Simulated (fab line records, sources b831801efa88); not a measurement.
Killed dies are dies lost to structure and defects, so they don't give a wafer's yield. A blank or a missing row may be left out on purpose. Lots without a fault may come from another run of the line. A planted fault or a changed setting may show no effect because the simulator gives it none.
fab line records | flow sky130
record lots=6 wafers=18 last_day=48
route steps=708 shown VIA3@580 METAL4@598 CAP2M@603 PAD_OPEN@708
lots that met no fault: from a run of the same line without faults
start_h: hours from the record's first day to the start of the lot's first wafer shown | wait_h: hours since the lot's step before | " the same as in the row above | L1.1+2: a row that stands for several wafers | - no value, or no start given | * or withheld: withheld | < > ~ a bound
route shown NAME@n: a module of which the file shows steps, and the number in the route of the first | usual: mean/standard deviation of fault-free wafers | same: alike in all rows | chamber/n: place in a boat | sites: the reading at each site | _std_site: their standard deviation | _edge_site: outer sites' mean less inner sites' | radius_mm: how far each site lies from the wafer's centre | mask NAME#n: copy n | behind: the tool/chamber that last shaped the wafer | hold: why the lot was held/for how many hours/how that ended | device: the transistor (n, p or np) that didn't switch | end of line: the same wafers' tests at the end of the route | a step without rows: its recipe alone | killed: dies lost to structure and defects at the first sort, not the wafer's yield | map: a wafer's dies, x killed, . not, _ none there
set.NAME: the setting as run; set.NAME@STEP: as run at that earlier step | model.NAME: the simulator's own value behind a step, which no gauge read
lots at some steps of the route; a table a step, a row a wafer
services: from which hour (start_h, from the record's first day; less than 0 if before it) a tool's chamber was out of use, for how many hours, and why
## steps
# step SKY_VIA3_COAT_07
# recipe resist=KrF-thick spin_rpm=3000 resist_thk_nm=450
# step SKY_VIA3_SOFTBAKE_08
# recipe temp_c=100 time_s=90 resist=KrF-thick
# step SKY_VIA3_EXPOSE_09
# recipe mask_id=VIM3 na=0.8 source_shape=annular sigma_inner=0.55 sigma_outer=0.85 target_cd_nm=200 dose_mj=38
# step SKY_VIA3_PEB_10
# recipe peb_temp_c=withheld peb_time_s=withheld resist=KrF-thick
# step SKY_VIA3_DEVELOP_11
# recipe develop_time_s=60 resist=KrF-thick dev_temp_c=21
# step SKY_VIA3_CD_MEAS_12
# recipe target_cd_nm=200
# usual cd_nm=200.1/1.4
# columns lot.wafer tool chamber start_h wait_h cd_nm
L481.2 cd_sem-01 - 931.28 - 198.8
L481.3 " - " " 198.7
L481.5 " - " " 200.6
L483.2 cd_sem-02 - 948.01 - 198.2
L483.4 " - " " 198.3
L483.5 " - " " 197.7
L487.1 cd_sem-01 - 983.07 - 199.7
L487.2 " - " " 199.6
L487.6 " - " " 200.0
L491.1 cd_sem-01 - 1005.12 - 200.2
L491.4 " - " " 200.7
L491.5 " - " " 201.8
L492.3 cd_sem-01 - 1012.79 - 201.8
L492.5 " - " " 199.6
L492.6 " - " " 199.6
L496.1 cd_sem-02 - 1036.65 - 199.3
L496.2 " - " " 199.4
L496.4 " - " " 200.2
# step SKY_VIA3_OVL_MEAS_13
# usual VIA3_OVL=3/5
# columns lot.wafer tool chamber start_h wait_h VIA3_OVL[nm]
L481.2 overlay-02 - 931.39 0.1 -2
L481.3 " - " " 1
L481.5 " - " " 3
L483.2 overlay-02 - 948.12 0.1 -1
L483.4 " - " " -1
L483.5 " - " " 3
L487.1 overlay-02 - 983.19 0.1 5
L487.2 " - " " 2
L487.6 " - " " 0
L491.1 overlay-02 - 1005.24 0.1 8
L491.4 " - " " 6
L491.5 " - " " 8
L492.3 overlay-02 - 1012.88 0.1 3
L492.5 " - " " 9
L492.6 " - " " 7
L496.1 overlay-01 - 1036.77 0.1 10
L496.2 " - " " 12
L496.4 " - " " 12
# step SKY_VIA3_ETCH_14
# recipe chemistry=N2/H2 target=BARC ion_energy_ev=200 source_w=500 bias_w=100 pressure_mtorr=30 n2_flow_sccm=100 h2_flow_sccm=200 stop_on=SiO2 time_s=45.9 target_depth_a=600
# step SKY_VIA3_ETCH_15
# recipe target=SiO2 chemistry=C4F8/O2/Ar target_depth_nm=507 stop_on=TiN mask_material=KrF-thick source_w=1500 bias_w=1200 pressure_mtorr=40 c4f8_flow_sccm=withheld O2_flow_sccm=6 Ar_flow_sccm=300 time_s=78
# usual oes_product_au=0.947/0.0053
# columns lot.wafer tool chamber start_h wait_h oes_product_au rf_hours_counter_h
L481.2 rie_diel-03 0 931.46 0.0 0.954 14
L481.3 " 2 " " 0.948 12
L481.5 " 2 " " 0.938 -
L483.2 rie_diel-03 0 948.19 0.0 0.948 14
L483.4 " 1 " " 0.959 16
L483.5 " 2 " " 0.946 -
L487.1 rie_diel-03 0 983.27 0.0 0.951 15
L487.2 " 2 " " 0.951 13
L487.6 " 2 " " 0.942 -
L491.1 rie_diel-04 0 1005.32 0.0 0.953 1
L491.4 " 1 " " 0.935 9
L491.5 " 2 " " 0.953 -
L492.3 rie_diel-04 1 1012.94 0.0 0.945 10
L492.5 " 2 " " 0.943 -
L492.6 " 3 " " 0.944 -
L496.1 rie_diel-02 0 1036.84 0.0 0.952 21
L496.2 " 2 " " 0.939 7
L496.4 " 1 " " 0.948 12
# step SKY_VIA3_STRIP_16
# recipe chemistry=O2/N2 power_w=1400 pressure_mtorr=1500 platen_temp_c=withheld o2_flow_sccm=3000 n2_flow_sccm=300 overash_fraction=0.5
# step SKY_VIA3_STRIP_17
# recipe chemistry=post_etch_residue_remover time_s=1200 temp_c=72.5
# step SKY_VIA3_CLEAN_18
# recipe chemistry=IPA time_s=180 temp_c=25
# step SKY_VIA3_CLEAN_19
# recipe chemistry=O3/DIW dry=n2_spin
# columns lot.wafer tool chamber start_h wait_h
L481.2+3+5 wet_bench-02 0 932.02 0.0
L483.2+4+5 wet_bench-02 1 948.75 0.0
L487.1+2+6 wet_bench-03 2 983.86 0.0
L491.1+4+5 wet_bench-02 1 1005.89 0.0
L492.3+5+6 wet_bench-02 2 1013.50 0.0
L496.1+2+4 wet_bench-04 3 1037.40 0.0
# step SKY_VIA3_SPUTTER_20
# recipe material=TiN target_thk_nm=20 chamber_pressure_pa=5 power_w=4000 time_s=80
# step SKY_VIA3_CVD_21
# recipe material=W target_thk_nm=390 time_s=117.31 temp_c=400 pressure_torr=40
# usual heater_power_w=829/68
# columns lot.wafer tool chamber start_h wait_h heater_power_w
L481.2 cvd_w-01 1 932.17 0.0 851
L481.3 " 1 " " 838
L481.5 " 1 " " 870
L483.2 cvd_w-01 1 948.90 0.0 849
L483.4 " 0 " " 892
L483.5 " 1 " " 843
L487.1 cvd_w-01 1 984.02 0.0 866
L487.2 " 0 " " 857
L487.6 " 0 " " 884
L491.1 cvd_w-02 0 1006.04 0.0 751
L491.4 " 1 " " 873
L491.5 " 0 " " 726
L492.3 cvd_w-02 1 1013.70 0.1 872
L492.5 " 0 " " 715
L492.6 " 1 " " 905
L496.1 cvd_w-01 1 1037.56 0.0 841
L496.2 " 0 " " 869
L496.4 " 1 " " 861
# step SKY_VIA3_RS_MEAS_22
# recipe thk_meas_gauge=four-point-probe reads=W_of_VIA3_CVD_21+TiN_of_VIA3_SPUTTER_20
# usual VIA3_W_RS=0.294/0.0031
# columns lot.wafer tool chamber start_h wait_h VIA3_W_RS[ohm/sq]
L481.2 film_metro-03 - 932.31 0.1 0.298
L481.3 " - " " 0.298
L481.5 " - " " 0.294
L483.2 film_metro-02 - 949.04 0.1 0.299
L483.4 " - " " 0.301
L483.5 " - " " 0.299
L487.1 film_metro-02 - 984.15 0.1 0.296
L487.2 " - " " 0.296
L487.6 " - " " 0.299
L491.1 film_metro-03 - 1006.16 0.1 0.293
L491.4 " - " " 0.298
L491.5 " - " " 0.292
L492.3 film_metro-02 - 1013.82 0.1 0.292
L492.5 " - " " 0.290
L492.6 " - " " 0.292
L496.1 film_metro-04 - 1037.68 0.1 0.298
L496.2 " - " " 0.294
L496.4 " - " " 0.297
# step SKY_VIA3_THK_MEAS_23
# recipe thk_meas_gauge=xrf reads=W_of_VIA3_CVD_21
# usual VIA3_W_THK=395/5
# columns lot.wafer tool chamber start_h wait_h VIA3_W_THK[nm]
L481.2 film_metro-03 - 932.42 0.1 388
L481.3 " - " " 386
L481.5 " - " " 391
L483.2 film_metro-02 - 949.15 0.1 392
L483.4 " - " " 391
L483.5 " - " " 394
L487.1 film_metro-02 - 984.27 0.1 389
L487.2 " - " " 389
L487.6 " - " " 387
L491.1 film_metro-03 - 1006.28 0.1 392
L491.4 " - " " 388
L491.5 " - " " 395
L492.3 film_metro-02 - 1013.92 0.1 400
L492.5 " - " " 403
L492.6 " - " " 404
L496.1 film_metro-04 - 1037.80 0.1 391
L496.2 " - " " 398
L496.4 " - " " 393
# step SKY_VIA3_CMP_24
# recipe stop_on=SiO2 t_overpolish_s=20 down_force_psi=3.5 platen_rpm=60 target_thk_nm=0 pad_velocity_m_s=0.94248
# step SKY_METAL4_SPUTTER_00
# recipe material=Ti target_thk_nm=15 power_w=3000 time_s=10 chamber_pressure_pa=0.4
# usual throttle_valve_pct=29.8/0.91
# columns lot.wafer tool chamber start_h wait_h throttle_valve_pct
L481.2 pvd_sputter-04 - 932.77 0.2 30.3
L481.3 " - " " 30.5
L481.5 " - " " 30.0
L483.2 pvd_sputter-04 - 949.50 0.1 30.3
L483.4 " - " " 30.4
L483.5 " - " " 27.2
L487.1 pvd_sputter-01 - 984.63 0.1 29.8
L487.2 " - " " 30.3
L487.6 " - " " 28.7
L491.1 pvd_sputter-01 - 1006.64 0.1 30.0
L491.4 " - " " 30.1
L491.5 " - " " 28.8
L492.3 pvd_sputter-03 - 1014.26 0.1 29.7
L492.5 " - " " 30.4
L492.6 " - " " 30.3
L496.1 pvd_sputter-04 - 1038.16 0.1 30.1
L496.2 " - " " 27.4
L496.4 " - " " 30.6
# step SKY_METAL4_SPUTTER_01
# recipe material=TiN target_thk_nm=20 power_w=6500 time_s=16.7 chamber_pressure_pa=0.4
# step SKY_METAL4_SPUTTER_02
# recipe material=AlCu target_thk_nm=735 power_w=10600 time_s=39.1 chamber_pressure_pa=0.4
# step SKY_METAL4_SPUTTER_03
# recipe material=Ti target_thk_nm=5 power_w=3000 time_s=3.3 chamber_pressure_pa=0.4
# step SKY_METAL4_SPUTTER_04
# recipe material=TiN target_thk_nm=70 power_w=6500 time_s=58.3 chamber_pressure_pa=0.4
# step SKY_CAP2M_CVD_00
# recipe material=SiO2 target_thk_nm=15.5 temp_c=400 time_s=withheld rf_w=450
# step SKY_CAP2M_THK_MEAS_01
# recipe reads=SiO2_of_CAP2M_CVD_00
# usual CAP2M_CVD_00_THK=15.43/0.24
# columns lot.wafer tool chamber start_h wait_h CAP2M_CVD_00_THK[nm]
L481.2 film_metro-04 - 932.96 - 14.91
L481.3 " - " " 15.37
L481.5 " - " " 15.31
L483.2 film_metro-04 - 949.69 - 15.44
L483.4 " - " " 15.34
L483.5 " - " " 15.64
L487.1 film_metro-03 - 984.80 - 15.00
L487.2 " - " " 15.20
L487.6 " - " " 14.96
L491.1 film_metro-04 - 1006.82 - 15.30
L491.4 " - " " 15.40
L491.5 " - " " 15.48
L492.3 film_metro-01 - 1014.46 - 15.33
L492.5 " - " " 15.57
L492.6 " - " " 16.01
L496.1 film_metro-03 - 1038.33 - 15.05
L496.2 " - " " 15.35
L496.4 " - " " 15.34
# step SKY_CAP2M_SPUTTER_02
# recipe material=TiN target_thk_nm=200 temp_c=300 power_w=6500 time_s=166.7 chamber_pressure_pa=0.4
# usual throttle_valve_pct=29.7/0.92
# columns lot.wafer tool chamber start_h wait_h throttle_valve_pct
L481.2 pvd_sputter-02 - 933.01 0.0 29.8
L481.3 " - " " 29.5
L481.5 " - " " 31.1
L483.2 pvd_sputter-01 - 949.74 0.0 29.1
L483.4 " - " " 30.1
L483.5 " - " " 30.0
L487.1 pvd_sputter-02 - 984.86 0.1 30.9
L487.2 " - " " 29.5
L487.6 " - " " 31.2
L491.1 pvd_sputter-02 - 1006.88 0.1 28.8
L491.4 " - " " 30.8
L491.5 " - " " 29.4
L492.3 pvd_sputter-02 - 1014.50 0.0 29.3
L492.5 " - " " 29.4
L492.6 " - " " 29.8
L496.1 pvd_sputter-01 - 1038.39 0.1 29.7
L496.2 " - " " 28.8
L496.4 " - " " 30.0
# step SKY_CAP2M_RS_MEAS_03
# recipe thk_meas_gauge=four-point-probe reads=TiN_of_CAP2M_SPUTTER_02
# usual CAP2M_TIN_RS=6.91/0.068
# columns lot.wafer tool chamber start_h wait_h CAP2M_TIN_RS[ohm/sq]
L481.2 film_metro-04 - 933.14 0.1 6.87
L481.3 " - " " 6.85
L481.5 " - " " 6.92
L483.2 film_metro-03 - 949.87 0.1 6.93
L483.4 " - " " 6.88
L483.5 " - " " 6.84
L487.1 film_metro-04 - 984.97 0.1 7.01
L487.2 " - " " 6.99
L487.6 " - " " 7.02
L491.1 film_metro-03 - 1006.99 0.1 6.95
L491.4 " - " " 6.95
L491.5 " - " " 6.93
L492.3 film_metro-04 - 1014.64 0.1 6.96
L492.5 " - " " 6.95
L492.6 " - " " 6.93
L496.1 film_metro-04 - 1038.50 0.1 6.87
L496.2 " - " " 6.88
L496.4 " - " " 6.92
# step SKY_CAP2M_THK_MEAS_04
# recipe thk_meas_gauge=xrf reads=TiN_of_CAP2M_SPUTTER_02
# usual CAP2M_TIN_THK=198.6/2
# columns lot.wafer tool chamber start_h wait_h CAP2M_TIN_THK[nm]
L481.2 film_metro-04 - 933.25 0.1 198.8
L481.3 " - " " 199.2
L481.5 " - " " 198.0
L483.2 film_metro-03 - 949.98 0.1 199.5
L483.4 " - " " 198.8
L483.5 " - " " 199.9
L487.1 film_metro-04 - 985.09 0.1 195.2
L487.2 " - " " 197.2
L487.6 " - " " 194.9
L491.1 film_metro-03 - 1007.11 0.1 197.4
L491.4 " - " " 196.4
L491.5 " - " " 198.1
L492.3 film_metro-04 - 1014.74 0.1 196.8
L492.5 " - " " 198.3
L492.6 " - " " 199.3
L496.1 film_metro-04 - 1038.62 0.1 199.7
L496.2 " - " " 198.0
L496.4 " - " " 197.4
# step SKY_CAP2M_DEHYDRATE_05
# recipe temp_c=200 time_s=60
# step SKY_CAP2M_HMDS_06
# recipe prime_time_s=60 prime_temp_c=120
# step SKY_CAP2M_COAT_07
# recipe resist=NOVOLAK spin_rpm=3000 resist_thk_nm=1140
# step SKY_CAP2M_SOFTBAKE_08
# recipe temp_c=90 time_s=60 resist=NOVOLAK
# step SKY_CAP2M_EXPOSE_09
# recipe mask_id=CAP2M na=0.6 source_shape=conventional sigma_outer=0.6 polarization=unpolarized target_cd_nm=1000 dose_mj=159
# step SKY_CAP2M_PEB_10
# recipe temp_c=withheld time_s=* resist=NOVOLAK
# step SKY_CAP2M_DEVELOP_11
# recipe resist=NOVOLAK developer=TMAH develop_time_s=60 dev_temp_c=23
# step SKY_CAP2M_OVL_MEAS_12
# usual CAP2M_OVL=-0.1/1.3
# columns lot.wafer tool chamber start_h wait_h CAP2M_OVL[nm]
L481.2 overlay-02 - 956.70 0.1 1.7
L481.3 " - " " 0.7
L481.5 " - " " -0.1
L483.2 overlay-01 - 973.64 0.1 1.1
L483.4 " - " " 2.2
L483.5 " - " " 2.4
L487.1 overlay-01 - 1007.90 0.1 1.6
L487.2 " - " " 1.8
L487.6 " - " " 1.3
L491.1 overlay-01 - 1029.03 0.1 0.1
L491.4 " - " " -0.9
L491.5 " - " " -0.7
L492.3 overlay-02 - 1036.31 0.1 2.5
L492.5 " - " " 0.5
L492.6 " - " " 2.2
L496.1 overlay-02 - 1059.32 0.1 -0.2
L496.2 " - " " -0.5
L496.4 " - " " -1.0
# step SKY_CAP2M_METAL_ETCH_13
# recipe target_depth_nm=220 stop_on=SiO2 chemistry=Cl2/BCl3 target=TiN pressure_mtorr=10 icp_w=900 bias_w=48.5 Cl2_flow_sccm=60 bcl3_flow_sccm=30 time_s=62.9
# usual bcl3_flow_sccm=30.01/0.085 drypump_motor_current_A=5.7/0.65 oes_product_au=0.940/0.0066 throttle_valve_pct=21.902/0.0092
# columns lot.wafer tool chamber start_h wait_h bcl3_flow_sccm drypump_motor_current_A oes_product_au rf_hours_counter_h throttle_valve_pct
L481.2 rie_metal-01 0 956.73 0.0 30.09 5.9 0.936 12 21.898
L481.3 " 0 " " 30.14 5.9 0.953 - 21.909
L481.5 " 0 " " 30.02 5.9 0.940 - 21.899
L483.2 rie_metal-02 0 973.67 0.0 30.07 6.3 0.932 9 21.902
L483.4 " 1 " " 30.01 5.4 0.941 - 21.903
L483.5 " 1 " " 29.99 5.3 0.943 - 21.883
L487.1 rie_metal-01 0 1007.93 0.0 29.88 5.9 0.935 14 21.896
L487.2 " 1 " " 30.01 6.5 0.936 13 21.906
L487.6 " 1 " " 29.98 6.5 0.930 - 21.916
L491.1 rie_metal-02 0 1029.06 0.0 29.92 6.3 0.942 12 21.911
L491.4 " 1 " " 30.08 5.3 0.947 - 21.919
L491.5 " 1 " " 30.01 5.3 0.940 - 21.914
L492.3 rie_metal-04 0 1036.36 0.0 30.05 5.1 0.950 - 21.910
L492.5 " 1 " " 29.96 4.8 0.941 - 21.910
L492.6 " 0 " " 29.88 5.1 0.941 - 21.912
L496.1 rie_metal-01 0 1059.36 0.0 30.03 5.9 0.941 17 21.887
L496.2 " 1 " " 29.90 6.5 0.948 15 21.906
L496.4 " 0 " " 29.91 5.9 0.939 - 21.912
# step SKY_CAP2M_STRIP_14
# recipe chemistry=O2/N2 power_w=1400 pressure_mtorr=1500 platen_temp_c=withheld o2_flow_sccm=3000 n2_flow_sccm=300 overash_fraction=0.5
# step SKY_CAP2M_STRIP_15
# recipe chemistry=post_etch_residue_remover time_s=1200 temp_c=72.5
# step SKY_CAP2M_CLEAN_16
# recipe chemistry=IPA time_s=180 temp_c=25
# step SKY_CAP2M_CLEAN_17
# recipe chemistry=O3/DIW dry=n2_spin
# step SKY_METAL4_DEHYDRATE_05
# recipe temp_c=200 time_s=60
# step SKY_PAD_OPEN_PROBE_99
# usual defect_limited_yield=82.5/1.7 killed_at_M0_to_M3=43/6.7 killed_at_M4_up=3.2/1.8 killed_at_contacts=24/4.8 killed_at_front_end=16/4.2 killed_at_other=0.3/0.56 killed_dies=86/8.5 killed_open=47/6.7 killed_short=39/6 sort_bin_3_pad_short=0.9/0.45 sort_bin_5_function=10.3/1.6 sort_bin_6_memory=6.3/1 sort_n_pass=406/8.5 sort_yield_pct=82.5/1.7
# same gross_dies=492 killed_at_back_side=0 sort_bin_4_leakage[%]=0 sort_bin_8_speed[%]=0
# columns lot.wafer tool chamber start_h wait_h defect_limited_yield[%] killed_at_M0_to_M3 killed_at_M4_up killed_at_contacts killed_at_front_end killed_at_other killed_dies killed_open killed_short sort_bin_3_pad_short[%] sort_bin_5_function[%] sort_bin_6_memory[%] sort_n_pass sort_yield_pct[%] model.etest.tester.sort_n_pass model.etest.tester.sort_yield_pct model.etest.tester.sort_bin_5_pct model.etest.tester.sort_bin_3_pct
L481.2 prober-02 - 1075.82 0.1 85.2 43 0 14 14 2 73 47 26 0.6 8.7 5.5 419 85.2 419 85.16 8.74 0.6098
L481.3 prober-02 - 1075.87 0.2 82.7 42 2 21 19 1 85 48 37 0.6 12.2 4.5 407 82.7 407 82.72 12.2 0.6098
L481.5 prober-02 - 1075.97 0.2 82.7 36 4 19 26 0 85 47 38 1.6 11.0 4.7 407 82.7 407 82.72 10.98 1.626
L483.2 prober-02 - 1090.88 0.1 82.5 43 1 26 16 0 86 49 37 1.4 10.6 5.5 406 82.5 406 82.52 10.57 1.423
L483.4 prober-02 - 1090.98 0.2 83.5 37 5 26 13 0 81 43 38 0.4 8.9 7.1 411 83.5 411 83.54 8.943 0.4065
L483.5 prober-02 - 1091.03 0.2 80.3 47 1 26 23 0 97 47 49 1.0 10.8 7.9 395 80.3 395 80.28 10.77 1.016
L487.1 prober-02 - 1120.90 0.1 80.7 45 5 26 19 0 95 49 46 0.8 12.4 6.1 397 80.7 397 80.69 12.4 0.813
L487.2 prober-02 - 1120.95 0.1 83.3 45 2 21 14 0 82 46 36 1.0 7.1 8.5 410 83.3 410 83.33 7.114 1.016
L487.6 prober-02 - 1121.15 0.2 83.5 43 2 22 14 0 81 48 33 0.6 9.3 6.5 411 83.5 411 83.54 9.35 0.6098
L491.1 prober-02 - 1138.45 0.1 75.0 70 4 31 18 0 123 54 34 3.3 15.0 6.7 369 75.0 369 75 15.04 3.252
L491.4 prober-02 - 1138.60 0.2 73.6 82 3 24 19 2 130 50 43 3.7 15.7 7.1 362 73.6 362 73.58 15.65 3.659
L491.5 prober-02 - 1138.65 0.2 74.4 74 3 34 15 0 126 58 31 4.7 14.2 6.7 366 74.4 366 74.39 14.23 4.675
L492.3 prober-01 - 1145.06 0.2 72.0 104 5 18 11 0 138 39 39 6.3 16.9 4.9 354 72.0 354 71.95 16.87 6.301
L492.5 prober-01 - 1145.16 0.2 70.5 103 5 20 17 0 145 37 33 6.5 17.5 5.5 347 70.5 347 70.53 17.48 6.504
L492.6 prober-01 - 1145.21 0.2 69.3 108 4 29 10 0 151 40 43 5.7 19.7 5.3 341 69.3 341 69.31 19.72 5.691
L496.1 prober-01 - 1163.70 0.1 86.0 34 1 22 12 0 69 45 24 0.8 8.9 4.3 423 86.0 423 85.98 8.943 0.813
L496.2 prober-01 - 1163.75 0.1 80.9 43 5 30 15 1 94 50 44 1.0 12.4 5.7 398 80.9 398 80.89 12.4 1.016
L496.4 prober-01 - 1163.85 0.2 79.9 50 2 30 17 0 99 57 42 0.8 13.2 6.1 393 79.9 393 79.88 13.21 0.813
# killed by level:class
L481.2 VIA1:geometric_particle:open=11 VIA2:geometric_particle:open=8 METAL2:geometric_particle:short=8 FIELD_ISO:geometric_particle:open=6 CONTACT:geometric_particle:open=5 VIA1:geometric_particle:short=4 VIA3:geometric_particle:open=4 METAL1:geometric_particle:short=3
L481.3 VIA1:geometric_particle:open=10 CONTACT:geometric_particle:open=8 LI_CONTACT:geometric_particle:open=6 VIA1:geometric_particle:short=6 VIA3:geometric_particle:open=6 METAL2:geometric_particle:short=5 CONTACT:geometric_particle:short=5 VIA2:geometric_particle:open=5
L481.5 VIA1:geometric_particle:open=14 FIELD_ISO:geometric_particle:short=7 CONTACT:geometric_particle:open=7 VIA3:geometric_particle:open=6 LI_CONTACT:geometric_particle:open=5 FIELD_ISO:geometric_particle:open=4 POLY_GATE:geometric_particle:open=4 POLY_GATE:geometric_particle:short=4
L483.2 CONTACT:geometric_particle:open=11 VIA1:geometric_particle:open=11 CONTACT:geometric_particle:short=7 VIA2:geometric_particle:open=7 VIA3:geometric_particle:short=6 FIELD_ISO:geometric_particle:open=5 METAL1:geometric_particle:short=5 METAL2:geometric_particle:short=5
L483.4 CONTACT:geometric_particle:open=10 LI_CONTACT:geometric_particle:open=8 VIA1:geometric_particle:open=8 VIA3:geometric_particle:open=8 FIELD_ISO:geometric_particle:short=5 METAL4:geometric_particle:short=5 LOCAL_INTERCONNECT:geometric_particle:short=4 METAL3:geometric_particle:short=4
L483.5 CONTACT:geometric_particle:open=10 VIA1:geometric_particle:open=10 VIA3:geometric_particle:open=9 CONTACT:geometric_particle:short=7 FIELD_ISO:geometric_particle:short=5 POLY_GATE:geometric_particle:open=5 POLY_GATE:geometric_particle:short=5 METAL2:geometric_particle:short=5
L487.1 VIA1:geometric_particle:open=14 CONTACT:geometric_particle:open=8 LOCAL_INTERCONNECT:geometric_particle:short=7 SPACER:geometric_particle:short=6 LI_CONTACT:geometric_particle:open=6 VIA3:geometric_particle:open=6 FIELD_ISO:geometric_particle:open=5 POLY_GATE:geometric_particle:short=5
L487.2 VIA2:geometric_particle:open=12 VIA1:geometric_particle:open=10 CONTACT:geometric_particle:open=6 VIA3:geometric_particle:open=6 LI_CONTACT:geometric_particle:open=5 METAL1:geometric_particle:short=5 METAL3:geometric_particle:short=5 POLY_GATE:geometric_particle:short=4
L487.6 LI_CONTACT:geometric_particle:open=10 VIA1:geometric_particle:open=9 METAL2:geometric_particle:short=8 VIA3:geometric_particle:open=7 VIA2:geometric_particle:open=6 VIA1:geometric_particle:short=5 POLY_GATE:geometric_particle:open=5 METAL1:geometric_particle:short=5
L491.1 VIA3:unspecified=34 CONTACT:geometric_particle:open=16 LI_CONTACT:geometric_particle:open=9 VIA2:geometric_particle:open=6 POLY_GATE:geometric_particle:short=5 VIA1:geometric_particle:open=5 METAL1:geometric_particle:short=5 METAL2:geometric_particle:short=5
L491.4 VIA3:unspecified=35 VIA1:geometric_particle:open=15 METAL1:geometric_particle:short=9 CONTACT:geometric_particle:open=8 METAL2:geometric_particle:short=7 VIA2:geometric_particle:open=6 LI_CONTACT:geometric_particle:open=5 POLY_GATE:geometric_particle:short=5
L491.5 VIA3:unspecified=37 CONTACT:geometric_particle:open=14 LI_CONTACT:geometric_particle:open=11 VIA1:geometric_particle:open=7 POLY_GATE:geometric_particle:open=7 CONTACT:geometric_particle:short=7 VIA3:geometric_particle:open=7 METAL2:geometric_particle:short=6
L492.3 VIA3:unspecified=60 VIA1:geometric_particle:open=8 CONTACT:geometric_particle:open=6 VIA1:geometric_particle:short=6 VIA3:geometric_particle:open=6 LI_CONTACT:geometric_particle:open=5 METAL1:geometric_particle:short=5 VIA2:geometric_particle:open=5
L492.5 VIA3:unspecified=75 LI_CONTACT:geometric_particle:open=7 CONTACT:geometric_particle:short=7 VIA1:geometric_particle:open=6 POLY_GATE:geometric_particle:open=5 VIA2:geometric_particle:short=4 FIELD_ISO:geometric_particle:short=4 VIA2:geometric_particle:open=4
L492.6 VIA3:unspecified=68 VIA1:geometric_particle:open=10 CONTACT:geometric_particle:open=9 LI_CONTACT:geometric_particle:open=7 METAL2:geometric_particle:short=7 CONTACT:geometric_particle:short=6 FIELD_ISO:geometric_particle:short=5 METAL4:geometric_particle:short=4
L496.1 VIA1:geometric_particle:open=10 CONTACT:geometric_particle:open=9 VIA2:geometric_particle:open=8 CONTACT:geometric_particle:short=6 POLY_GATE:geometric_particle:short=5 VIA3:geometric_particle:open=5 VIA1:geometric_particle:short=4 FIELD_ISO:geometric_particle:open=3
L496.2 CONTACT:geometric_particle:open=9 LI_CONTACT:geometric_particle:open=8 VIA1:geometric_particle:open=8 CONTACT:geometric_particle:short=7 METAL2:geometric_particle:short=7 VIA2:geometric_particle:open=6 VIA3:geometric_particle:open=5 POLY_GATE:geometric_particle:short=4
L496.4 VIA1:geometric_particle:open=15 CONTACT:geometric_particle:short=10 VIA3:geometric_particle:open=10 LI_CONTACT:geometric_particle:open=8 CONTACT:geometric_particle:open=7 VIA1:geometric_particle:short=6 POLY_GATE:geometric_particle:short=5 VIA2:geometric_particle:open=5
# map L491.4 (x killed, . not)
__________x..x.x.xxx_________
________..x.....x....x_______
______.......x.....x...x_____
_____..x.x....x.xxx.x....____
____.x.....x........x.....___
___...x.x......x....x......__
__.x.......x.......x.x....x._
_.x.............xx.xx..x.....
_....x.................x.....
_...x..x....x........x...x.x.
_..x.xxx..x...........x..x...
_..x..............xx........x
_x...xx....x.x......x...x....
_..............x..........x..
_...x..x....x..x....x........
__x....x.xx.x..x.....x....x._
___.xxx...............x...x__
____...x.......xxx........___
_____xxx..xx.xxxxxxx....x____
______..x..xxxxxxxxxx..._____
________x...xxxxxxxxx._______
__________.xxxxxxxxx_________
# map L492.6 (x killed, . not)
__________...x.....x_________
________x.....x....x.._______
______.....xxxx...x..x.._____
_____xx...x..x..xx......x____
____...x........xxxxxx.x..___
___.x...x......xxxxxxxx.x..__
__..xx........xxxxxxxxxx...._
_.......xx...xxxxxxxxxxxx.x..
_.x...xx......x.xxxxxxxx....x
_...xx.......x.xxxxxxxxxxxx.x
_...x..x.x.....xxxxxxxxx.....
_.x...x.......x.xxxxx.x....x.
_...x........x....x........x.
_..x...x..x...x....x.......x.
_.x...x...x..............x...
__..x....x.................._
___.x....x.....x...........__
____x...x.........x..x....___
_____.x............x.xx..____
______.x...x.....x....x._____
________...x.x.x...x.._______
__________........x._________
## services
# columns tool chamber start_h hours kind
rie_diel-04 - 910.08 2.8 pm
rie_metal-02 - 911.34 12.2 repair
pvd_sputter-01 1 911.75 - consumable_replace:kit
pvd_sputter-01 1 911.75 18.0 scheduled_down
pvd_sputter-01 1 911.75 18.0 vent_cycle
rie_diel-03 3 913.71 4.5 repair
cvd_w-01 0 918.00 - clean
cvd_w-01 1 918.00 - clean
cvd_w-01 1 934.90 8.1 repair
pvd_sputter-02 - 940.40 1.9 repair
rie_diel-04 3 963.00 5.6 repair
rie_metal-01 - 965.98 1.0 repair
wet_bench-03 - 968.10 5.3 repair
wet_bench-03 - 981.10 1.9 pm
cvd_w-02 - 982.55 6.9 pm
cvd_w-01 1 998.53 13.0 repair
pvd_sputter-04 - 1001.41 4.5 repair
rie_diel-02 0 1003.34 17.4 repair
cvd_w-01 0 1021.44 4.6 repair
pvd_sputter-01 - 1023.00 3.1 repair
rie_metal-01 - 1030.40 2.8 pm
rie_metal-04 - 1032.98 2.8 pm
cvd_w-01 1 1040.96 4.1 repair
wet_bench-02 - 1047.65 1.2 repair
## key
first_sign step=SKY_PAD_OPEN_PROBE_99 reading=sort_bin_3_pad_short direction=up sigmas=9.2 usual=0.9 struck=5.0
effect step=SKY_PAD_OPEN_PROBE_99 reading=killed_at_M0_to_M3 direction=up sigmas=6.9 usual=43 struck=90
model_effect step=SKY_PAD_OPEN_PROBE_99 value=etest.tester.sort_n_pass without=401.3 struck=356.5
met_at SKY_VIA3_CLEAN_19
struck_wafers L491.1,L491.4,L491.5,L492.3,L492.5,L492.6
onset_between 948.75 1005.89
also_fits SKY_VIA3_ETCH_15:rie_diel-04,SKY_VIA3_CVD_21:cvd_w-02,SKY_CAP2M_SPUTTER_02:pvd_sputter-02
fault kind=chamber_particle_source tool=wet_bench-02 chamber=- onset_h=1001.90 steps=SKY_VIA3_CLEAN_19 rate_per_visit_cm2=2.1703 end_h=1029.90
